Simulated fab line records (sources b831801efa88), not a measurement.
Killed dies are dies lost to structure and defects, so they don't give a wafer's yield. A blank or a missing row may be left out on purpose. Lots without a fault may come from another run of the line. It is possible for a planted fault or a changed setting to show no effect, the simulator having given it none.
Chamber matching	flow sky130	4 sister chambers for SKY_POLY_GATE_ETCH_15 on rie-diel-03
The step etches BARC in N2/H2, stops on SiO2, time 118.5 s, target depth 110 nm. 22 wafers are shown with their chamber, then 11 later ones without.

== WAFERS PAIRED WITH THEIR CHAMBERS ==
wafer	chamber	drypump-motor-current-A (A)	h2-flow-sccm (sccm)	throttle-valve-pct (%)
L077.2	2	4.9	199.4	13.204
L077.3	0	5.3	198.8	13.207
L077.6	1	6.5	200.0	13.208
L078.2	0	5.3	199.2	13.219
L078.4	3	6.3	200.0	13.219
L078.6	3	6.3	199.3	13.213
L081.2	1	6.4	200.1	13.235
L081.4	3	6.3	199.4	13.227
L081.6	2	4.9	199.8	13.219
L084.1	2	4.9	199.9	13.204
L084.3	1	6.5	200.5	13.218
L084.5	2	4.9	200.4	13.217
L086.2	0	5.3	200.3	13.216
L086.4	1	6.5	199.8	13.216
L086.6	3	6.3	200.6	13.212
L088.2	0	5.3	201.2	13.205
L088.4	1	6.5	200.4	13.206
L088.5	3	6.3	199.4	13.209
L089.3	3	6.3	200.2	13.185
L089.4	3	6.3	200.1	13.214
L089.5	0	5.3	200.0	13.201
L091.3	1	6.5	200.9	13.214

SIGNATURES (means of the wafers above)
reading	chamber 0	chamber 1	chamber 2	chamber 3	scatter within a chamber
drypump-motor-current-A	5.300	6.483	4.900	6.300	0.0215
h2-flow-sccm	199.900	200.283	199.875	199.857	0.593
throttle-valve-pct	13.20960	13.21617	13.21100	13.21129	0.0105
Rule: for each reading, subtract the chamber's mean from the wafer's reading, divide by that reading's scatter and square the result; add these up over the readings and take the root, which gives the wafer's distance from the chamber. The wafer belongs to the nearest chamber; if the next one is less than 2 further off, it can't be placed. The scatter: the root of (the sum of the squares of (reading less its chamber's mean) over the shown wafers, divided by (wafers less chambers)).

== WAFERS WITHOUT THEIR CHAMBER ==
wafer	drypump-motor-current-A (A)	h2-flow-sccm (sccm)	throttle-valve-pct (%)
L091.4	6.5	200.7	13.220
L091.5	6.3	199.9	13.199
L090.1	6.5	200.1	13.215
L090.3	5.3	199.5	13.217
L090.4	6.3	200.3	13.211
L097.1	6.5	200.5	13.224
L097.3	4.9	200.0	13.215
L097.4	6.3	199.3	13.200
L096.1	5.3	199.9	13.208
L096.2	6.3	200.1	13.229
L096.4	6.5	199.6	13.211

== CHAMBER TAKEN BY EACH ==
wafer	from the rows above	in truth
L091.4	1	1
L091.5	3	3
L090.1	1	1
L090.3	0	0
L090.4	3	3
L097.1	1	1
L097.3	2	2
L097.4	3	3
L096.1	0	0
L096.2	3	3
L096.4	1	1
Correctly placed: 11 of 11. Not placeable from these rows: 0. 0 placed wrongly.
